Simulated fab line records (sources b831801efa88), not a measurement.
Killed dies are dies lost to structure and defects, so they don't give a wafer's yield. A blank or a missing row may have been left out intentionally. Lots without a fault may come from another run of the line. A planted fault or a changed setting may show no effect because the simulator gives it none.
Chamber matching || flow sky130 || rie_diel-01 running SKY_VIA1_ETCH_14: 4 sister chambers
The step etches BARC in N2/H2, stops on SiO2, time 45.9 s, target depth 60 nm. 14 wafers are shown with their chamber, then 7 later ones without.

EACH WAFER AND ITS CHAMBER
{"wafer": "L903.1", "chamber": 1, "drypump_motor_current_A (A)": 5.0, "rf_fwd_power_W (W)": 490.9, "oes_product_au (a.u.)": 0.856}
{"wafer": "L903.2", "chamber": 2, "drypump_motor_current_A (A)": 6.1, "rf_fwd_power_W (W)": 494.0, "oes_product_au (a.u.)": 0.852}
{"wafer": "L903.4", "chamber": 0, "drypump_motor_current_A (A)": 5.6, "rf_fwd_power_W (W)": 497.5, "oes_product_au (a.u.)": 0.862}
{"wafer": "L904.3", "chamber": 1, "drypump_motor_current_A (A)": 5.0, "rf_fwd_power_W (W)": 491.9, "oes_product_au (a.u.)": 0.860}
{"wafer": "L904.4", "chamber": 0, "drypump_motor_current_A (A)": 5.5, "rf_fwd_power_W (W)": 498.0, "oes_product_au (a.u.)": 0.856}
{"wafer": "L904.5", "chamber": 3, "drypump_motor_current_A (A)": 5.1, "rf_fwd_power_W (W)": 495.3, "oes_product_au (a.u.)": 0.863}
{"wafer": "L906.1", "chamber": 0, "drypump_motor_current_A (A)": 5.5, "rf_fwd_power_W (W)": 497.6, "oes_product_au (a.u.)": 0.854}
{"wafer": "L906.3", "chamber": 1, "drypump_motor_current_A (A)": 5.0, "rf_fwd_power_W (W)": 491.4, "oes_product_au (a.u.)": 0.853}
{"wafer": "L906.4", "chamber": 0, "drypump_motor_current_A (A)": 5.5, "rf_fwd_power_W (W)": 497.0, "oes_product_au (a.u.)": 0.843}
{"wafer": "L908.3", "chamber": 0, "drypump_motor_current_A (A)": 5.5, "rf_fwd_power_W (W)": 496.7, "oes_product_au (a.u.)": 0.857}
{"wafer": "L908.4", "chamber": 1, "drypump_motor_current_A (A)": 5.0, "rf_fwd_power_W (W)": 492.0, "oes_product_au (a.u.)": 0.855}
{"wafer": "L908.5", "chamber": 3, "drypump_motor_current_A (A)": 5.1, "rf_fwd_power_W (W)": 494.3, "oes_product_au (a.u.)": 0.852}
{"wafer": "L913.1", "chamber": 0, "drypump_motor_current_A (A)": 5.5, "rf_fwd_power_W (W)": 495.5, "oes_product_au (a.u.)": 0.849}
{"wafer": "L913.2", "chamber": 3, "drypump_motor_current_A (A)": 5.1, "rf_fwd_power_W (W)": 495.2, "oes_product_au (a.u.)": 0.860}

SIGNATURES, as means of the wafers listed above
{"reading": "drypump_motor_current_A", "chamber 0": 5.517, "chamber 1": 5.000, "chamber 2": 6.100, "chamber 3": 5.100, "scatter within a chamber": 0.0289}
{"reading": "rf_fwd_power_W", "chamber 0": 497.050, "chamber 1": 491.550, "chamber 2": 494.000, "chamber 3": 494.933, "scatter within a chamber": 0.729}
{"reading": "oes_product_au", "chamber 0": 0.85350, "chamber 1": 0.85600, "chamber 2": 0.85200, "chamber 3": 0.85833, "scatter within a chamber": 0.00559}
Rule: a wafer's distance from a chamber is the root of the sum, over the readings, of the square of ((its reading less the chamber's mean) divided by the reading's scatter). If the next closest chamber is less than 2 further off than the closest, the wafer can't be placed; otherwise it belongs to the closest. The scatter: take each reading less its chamber's mean, square it, sum over the shown wafers, divide by the number of wafers less the number of chambers, and take the root.

WAFERS WITH NO CHAMBER GIVEN
{"wafer": "L913.6", "drypump_motor_current_A (A)": 5.0, "rf_fwd_power_W (W)": 491.5, "oes_product_au (a.u.)": 0.860}
{"wafer": "L914.1", "drypump_motor_current_A (A)": 6.1, "rf_fwd_power_W (W)": 497.4, "oes_product_au (a.u.)": 0.866}
{"wafer": "L914.2", "drypump_motor_current_A (A)": 5.0, "rf_fwd_power_W (W)": 488.0, "oes_product_au (a.u.)": 0.868}
{"wafer": "L914.4", "drypump_motor_current_A (A)": 5.5, "rf_fwd_power_W (W)": 499.7, "oes_product_au (a.u.)": 0.852}
{"wafer": "L918.1", "drypump_motor_current_A (A)": 5.5, "rf_fwd_power_W (W)": 498.5, "oes_product_au (a.u.)": 0.855}
{"wafer": "L918.4", "drypump_motor_current_A (A)": 6.1, "rf_fwd_power_W (W)": 494.7, "oes_product_au (a.u.)": 0.852}
{"wafer": "L918.6", "drypump_motor_current_A (A)": 5.1, "rf_fwd_power_W (W)": 493.0, "oes_product_au (a.u.)": 0.854}

WHICH CHAMBER EACH ONE RAN IN
{"wafer": "L913.6", "from the rows above": 1, "in truth": 1}
{"wafer": "L914.1", "from the rows above": 2, "in truth": 2}
{"wafer": "L914.2", "from the rows above": 1, "in truth": 1}
{"wafer": "L914.4", "from the rows above": 0, "in truth": 0}
{"wafer": "L918.1", "from the rows above": 0, "in truth": 0}
{"wafer": "L918.4", "from the rows above": 2, "in truth": 2}
{"wafer": "L918.6", "from the rows above": "can't be placed: 3 or 1", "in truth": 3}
Correctly placed: 6 of 7. From these rows, 1 cannot be placed; in 1 the true chamber is one of the candidates. 0 placed wrongly.
